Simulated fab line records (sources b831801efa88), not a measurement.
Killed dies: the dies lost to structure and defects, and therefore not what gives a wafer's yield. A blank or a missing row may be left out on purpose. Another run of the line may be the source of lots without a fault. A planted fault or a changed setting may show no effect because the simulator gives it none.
Which tool did it? / flow sky130 / 33 wafers from 11 lots sampled at 6 of the route's 708 steps

WHAT EACH GAUGE READ, for each wafer
SKY_FIELD_ISO_THK_MEAS_02.
lot=L784; measured=day 1 11:38; on=film_metro-04; FIELD_ISO_OXIDATION_00_THK (nm)=11.78 11.75 11.70
lot=L789; measured=day 2 13:19; on=film_metro-02; FIELD_ISO_OXIDATION_00_THK (nm)=12.20 12.30 12.29
lot=L790; measured=day 2 17:39; on=film_metro-01; FIELD_ISO_OXIDATION_00_THK (nm)=11.92 11.82 12.11
lot=L791; measured=day 2 22:38; on=film_metro-02; FIELD_ISO_OXIDATION_00_THK (nm)=11.47 11.48 11.52
lot=L793; measured=day 3 08:38; on=film_metro-02; FIELD_ISO_OXIDATION_00_THK (nm)=11.77 11.89 11.80
lot=L794; measured=day 3 14:20; on=film_metro-02; FIELD_ISO_OXIDATION_00_THK (nm)=11.66 11.65 11.70
lot=L795; measured=day 3 18:48; on=film_metro-01; FIELD_ISO_OXIDATION_00_THK (nm)=11.77 11.71 11.82
lot=L796; measured=day 3 23:38; on=film_metro-04; FIELD_ISO_OXIDATION_00_THK (nm)=11.66 11.79 11.63
lot=L797; measured=day 4 04:38; on=film_metro-02; FIELD_ISO_OXIDATION_00_THK (nm)=11.94 11.80 11.72
lot=L803; measured=day 5 12:22; on=film_metro-04; FIELD_ISO_OXIDATION_00_THK (nm)=12.03 12.10 12.11
lot=L805; measured=day 5 21:44; on=film_metro-04; FIELD_ISO_OXIDATION_00_THK (nm)=12.07 12.20 12.06

SKY_NWELL_TW_MEAS_15.
lot=L784; measured=day 4 13:16; on=film_metro-02; NWELL_TW=1830 1824 1816
lot=L789; measured=day 5 17:41; on=film_metro-04; NWELL_TW=1837 1834 1829
lot=L790; measured=day 5 22:52; on=film_metro-04; NWELL_TW=1831 1827 1826
lot=L791; measured=day 6 06:06; on=film_metro-03; NWELL_TW=1818 1793 1800
lot=L793; measured=day 6 16:54; on=film_metro-03; NWELL_TW=1817 1828 1816
lot=L794; measured=day 7 00:00; on=film_metro-03; NWELL_TW=1808 1806 1808
lot=L795; measured=day 7 05:30; on=film_metro-03; NWELL_TW=1811 1821 1811
lot=L796; measured=day 7 09:43; on=film_metro-04; NWELL_TW=1820 1818 1819
lot=L797; measured=day 7 16:51; on=film_metro-03; NWELL_TW=1809 1808 1812
lot=L803; measured=day 9 05:28; on=film_metro-02; NWELL_TW=3384 3372 3377
lot=L805; measured=day 9 14:42; on=film_metro-02; NWELL_TW=3358 3379 3393

SKY_NWELL_RS_MEAS_29: measures by four-point-probe.
lot=L784; measured=day 5 07:12; on=film_metro-03; NWELL_RS (ohm/sq)=628.2 628.1 627.0
lot=L789; measured=day 6 12:26; on=film_metro-04; NWELL_RS (ohm/sq)=622.4 623.2 621.9
lot=L790; measured=day 6 18:09; on=film_metro-04; NWELL_RS (ohm/sq)=623.5 623.6 622.7
lot=L791; measured=day 7 01:31; on=film_metro-04; NWELL_RS (ohm/sq)=623.5 625.4 624.8
lot=L793; measured=day 7 12:40; on=film_metro-03; NWELL_RS (ohm/sq)=626.2 625.9 623.4
lot=L794; measured=day 7 20:34; on=film_metro-02; NWELL_RS (ohm/sq)=624.3 623.2 625.3
lot=L795; measured=day 8 00:43; on=film_metro-04; NWELL_RS (ohm/sq)=623.6 623.8 624.6
lot=L796; measured=day 8 06:46; on=film_metro-04; NWELL_RS (ohm/sq)=625.3 624.5 624.5
lot=L797; measured=day 8 14:23; on=film_metro-03; NWELL_RS (ohm/sq)=623.8 624.4 625.5
lot=L803; measured=day 10 03:01; on=film_metro-04; NWELL_RS (ohm/sq)=202.9 203.0 203.0
lot=L805; measured=day 10 13:11; on=film_metro-03; NWELL_RS (ohm/sq)=204.0 204.2 203.3

WHAT TOOL EACH LOT RAN ON (gives the tool, then ch and the chambers of the sampled wafers, and finally the start)
lot=L784; SKY_NWELL_IMPLANT_11=implanter-03 ch 0, day 4 12:44; SKY_NWELL_STRIP_14=plasma_asher-01 ch 0,1, day 4 13:10; SKY_NWELL_RTA_28=rtp_anneal-01 ch 0, day 5 07:05
lot=L789; SKY_NWELL_IMPLANT_11=implanter-02 ch 0, day 5 17:08; SKY_NWELL_STRIP_14=plasma_asher-04 ch 0,1, day 5 17:34; SKY_NWELL_RTA_28=rtp_anneal-02 ch 0, day 6 12:20
lot=L790; SKY_NWELL_IMPLANT_11=implanter-03 ch 0, day 5 22:21; SKY_NWELL_STRIP_14=plasma_asher-03 ch 0,1, day 5 22:47; SKY_NWELL_RTA_28=rtp_anneal-01 ch 0, day 6 18:02
lot=L791; SKY_NWELL_IMPLANT_11=implanter-02 ch 0, day 6 05:33; SKY_NWELL_STRIP_14=plasma_asher-04 ch 0,1, day 6 06:00; SKY_NWELL_RTA_28=rtp_anneal-01 ch 0, day 7 01:25
lot=L793; SKY_NWELL_IMPLANT_11=implanter-03 ch 0, day 6 16:21; SKY_NWELL_STRIP_14=plasma_asher-03 ch 0,1, day 6 16:48; SKY_NWELL_RTA_28=rtp_anneal-01 ch 0, day 7 12:34
lot=L794; SKY_NWELL_IMPLANT_11=implanter-02 ch 0, day 6 23:27; SKY_NWELL_STRIP_14=plasma_asher-04 ch 0,1, day 6 23:54; SKY_NWELL_RTA_28=rtp_anneal-02 ch 0, day 7 20:28
lot=L795; SKY_NWELL_IMPLANT_11=implanter-03 ch 0, day 7 04:57; SKY_NWELL_STRIP_14=plasma_asher-04 ch 0,1, day 7 05:24; SKY_NWELL_RTA_28=rtp_anneal-01 ch 0, day 8 00:37
lot=L796; SKY_NWELL_IMPLANT_11=implanter-03 ch 0, day 7 09:10; SKY_NWELL_STRIP_14=plasma_asher-04 ch 1, day 7 09:37; SKY_NWELL_RTA_28=rtp_anneal-02 ch 0, day 8 06:34
lot=L797; SKY_NWELL_IMPLANT_11=implanter-01 ch 0, day 7 16:18; SKY_NWELL_STRIP_14=plasma_asher-01 ch 0,1, day 7 16:45; SKY_NWELL_RTA_28=rtp_anneal-01 ch 0, day 8 14:17
lot=L803; SKY_NWELL_IMPLANT_11=implanter-02 ch 0, day 9 04:55; SKY_NWELL_STRIP_14=plasma_asher-04 ch 0,1, day 9 05:22; SKY_NWELL_RTA_28=rtp_anneal-01 ch 0, day 10 02:55
lot=L805; SKY_NWELL_IMPLANT_11=implanter-02 ch 0, day 9 14:11; SKY_NWELL_STRIP_14=plasma_asher-03 ch 0,1, day 9 14:36; SKY_NWELL_RTA_28=rtp_anneal-02 ch 0, day 10 13:02
- SKY_NWELL_IMPLANT_11
- SKY_NWELL_STRIP_14: strips in O2/N2.
- SKY_NWELL_RTA_28: time 30 s.

AS READ BY THE TOOLS THEMSELVES (means over the sampled wafers that have a number; for cases with no such wafer, the mark the record gives instead)
SKY_NWELL_IMPLANT_11.
lot=L784; tool=implanter-03; beam_energy_keV=400.03; beam_on_s (s)=10.02; dose_ions_cm2=1.8997e+13; faraday_current_uA=106.9
lot=L789; tool=implanter-02; beam_energy_keV=399.98; beam_on_s (s)=10.03; dose_ions_cm2=1.8997e+13; faraday_current_uA=106.8
lot=L790; tool=implanter-03; beam_energy_keV=400.15; beam_on_s (s)=10.03; dose_ions_cm2=1.9011e+13; faraday_current_uA=107.0
lot=L791; tool=implanter-02; beam_energy_keV=399.96; beam_on_s (s)=9.86; dose_ions_cm2=1.9001e+13; faraday_current_uA=108.5
lot=L793; tool=implanter-03; beam_energy_keV=400.11; beam_on_s (s)=10.10; dose_ions_cm2=1.8990e+13; faraday_current_uA=106.3
lot=L794; tool=implanter-02; beam_energy_keV=400.15; beam_on_s (s)=10.16; dose_ions_cm2=1.8988e+13; faraday_current_uA=105.5
lot=L795; tool=implanter-03; beam_energy_keV=399.93; beam_on_s (s)=9.86; dose_ions_cm2=1.8959e+13; faraday_current_uA=108.8
lot=L796; tool=implanter-03; beam_energy_keV=399.97; beam_on_s (s)=10.08; dose_ions_cm2=1.9009e+13; faraday_current_uA=106.3
lot=L797; tool=implanter-01; beam_energy_keV=400.00; beam_on_s (s)=10.10; dose_ions_cm2=1.9011e+13; faraday_current_uA=106.1
lot=L803; tool=implanter-02; beam_energy_keV=399.94; beam_on_s (s)=57.69; dose_ions_cm2=1.4234e+14; faraday_current_uA=139.5
lot=L805; tool=implanter-02; beam_energy_keV=399.97; beam_on_s (s)=56.16; dose_ions_cm2=1.4234e+14; faraday_current_uA=143.1

SKY_NWELL_STRIP_14.
lot=L784; tool=plasma_asher-01; drypump_motor_current_A (A)=5.7; n2_flow_sccm (sccm)=299.9; oes_product_au (a.u.)=0.721; strip_time_to_endpoint_s (s)=36.93
lot=L789; tool=plasma_asher-04; drypump_motor_current_A (A)=6.0; n2_flow_sccm (sccm)=301.3; oes_product_au (a.u.)=0.723; strip_time_to_endpoint_s (s)=36.98
lot=L790; tool=plasma_asher-03; drypump_motor_current_A (A)=5.7; n2_flow_sccm (sccm)=299.8; oes_product_au (a.u.)=0.728; strip_time_to_endpoint_s (s)=36.86
lot=L791; tool=plasma_asher-04; drypump_motor_current_A (A)=6.1; n2_flow_sccm (sccm)=299.1; oes_product_au (a.u.)=0.723; strip_time_to_endpoint_s (s)=36.92
lot=L793; tool=plasma_asher-03; drypump_motor_current_A (A)=5.7; n2_flow_sccm (sccm)=300.0; oes_product_au (a.u.)=0.718; strip_time_to_endpoint_s (s)=37.04
lot=L794; tool=plasma_asher-04; drypump_motor_current_A (A)=6.0; n2_flow_sccm (sccm)=298.9; oes_product_au (a.u.)=0.722; strip_time_to_endpoint_s (s)=36.97
lot=L795; tool=plasma_asher-04; drypump_motor_current_A (A)=6.3; n2_flow_sccm (sccm)=300.0; oes_product_au (a.u.)=0.719; strip_time_to_endpoint_s (s)=36.96
lot=L796; tool=plasma_asher-04; drypump_motor_current_A (A)=5.8; n2_flow_sccm (sccm)=300.0; oes_product_au (a.u.)=0.718; strip_time_to_endpoint_s (s)=36.97
lot=L797; tool=plasma_asher-01; drypump_motor_current_A (A)=6.1; n2_flow_sccm (sccm)=300.0; oes_product_au (a.u.)=0.722; strip_time_to_endpoint_s (s)=37.00
lot=L803; tool=plasma_asher-04; drypump_motor_current_A (A)=6.0; n2_flow_sccm (sccm)=299.8; oes_product_au (a.u.)=0.725; strip_time_to_endpoint_s (s)=37.14
lot=L805; tool=plasma_asher-03; drypump_motor_current_A (A)=5.6; n2_flow_sccm (sccm)=300.2; oes_product_au (a.u.)=0.721; strip_time_to_endpoint_s (s)=36.98

SKY_NWELL_RTA_28.
lot=L784; tool=rtp_anneal-01; chamber_o2_ppm=2.010; lamp_power_pct (%)=25.30; wafer_temp_C_max=1054.5
lot=L789; tool=rtp_anneal-02; chamber_o2_ppm=2.021; lamp_power_pct (%)=25.33; wafer_temp_C_max=1055.5
lot=L790; tool=rtp_anneal-01; chamber_o2_ppm=2.010; lamp_power_pct (%)=25.25; wafer_temp_C_max=1054.3
lot=L791; tool=rtp_anneal-01; chamber_o2_ppm=1.984; lamp_power_pct (%)=25.33; wafer_temp_C_max=1054.9
lot=L793; tool=rtp_anneal-01; chamber_o2_ppm=1.992; lamp_power_pct (%)=25.27; wafer_temp_C_max=1054.7
lot=L794; tool=rtp_anneal-02; chamber_o2_ppm=1.995; lamp_power_pct (%)=25.31; wafer_temp_C_max=1054.5
lot=L795; tool=rtp_anneal-01; chamber_o2_ppm=1.972; lamp_power_pct (%)=25.31; wafer_temp_C_max=1055.0
lot=L796; tool=rtp_anneal-02; chamber_o2_ppm=2.022; lamp_power_pct (%)=25.27; wafer_temp_C_max=1055.2
lot=L797; tool=rtp_anneal-01; chamber_o2_ppm=1.985; lamp_power_pct (%)=25.28; wafer_temp_C_max=1055.5
lot=L803; tool=rtp_anneal-01; chamber_o2_ppm=2.036; lamp_power_pct (%)=25.32; wafer_temp_C_max=1055.0
lot=L805; tool=rtp_anneal-02; chamber_o2_ppm=2.016; lamp_power_pct (%)=25.30; wafer_temp_C_max=1055.1

THE ANSWER, worked out from the rows above alone
Rule: the lots themselves supply what counts as usual. The widest of any qualifying gaps counts: lots, ordered by their means at a reading, are off when they make up no more than a third of the lots, leave a main group of 4 or more, and stand apart from it by 3 or more times the standard deviation of that group's means. The tables above print the reading to a certain number of digits; a main group whose means all agree to those digits is not used. A lot without any number at a reading at which 4 lots or more have one is off too. The other lots that the step has rows for count as sound. First the gauges in route order, then the tools' own readings, where a lot's mean is used as printed above. At the first step where some lot is off, the reading lying furthest off is the one used; lots without a number count as furthest.
Off: at SKY_NWELL_TW_MEAS_15 (NWELL_TW), L803, L805. Mean 1818 and standard deviation 9.3 in the main group.
If a tool, at a process step before that reading, ran all the lots that are off and no sound lot after the first of them, it fits. Not tried: the gauges at SKY_NWELL_TW_MEAS_15; whatever is off there is also off at SKY_NWELL_RS_MEAS_29, on other tools, and gauge error can't account for it. One fits: implanter-02 at SKY_NWELL_IMPLANT_11. A fault onset in the window from L794 (day 6 23:27, its last sound lot) to L803 (day 9 04:55, its first lot off) fits.
The tool's own readings at SKY_NWELL_IMPLANT_11 bear it out: on the lots that are off they differ by more than 5 times the standard deviation of the sound lots' means. beam_on_s reads 56.92 s there against 10.03 s on the sound lots; dose_ions_cm2 reads 1.4234e+14 there against 1.8996e+13 on the sound lots; faraday_current_uA reads 141.3 there against 106.9 on the sound lots.

WHAT THE SIMULATOR HAD PUT IN
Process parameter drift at SKY_NWELL_IMPLANT_11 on implanter-02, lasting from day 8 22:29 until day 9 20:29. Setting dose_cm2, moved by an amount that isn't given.
Lots struck among those shown: L803, L805. The rule given above showed the same thing.
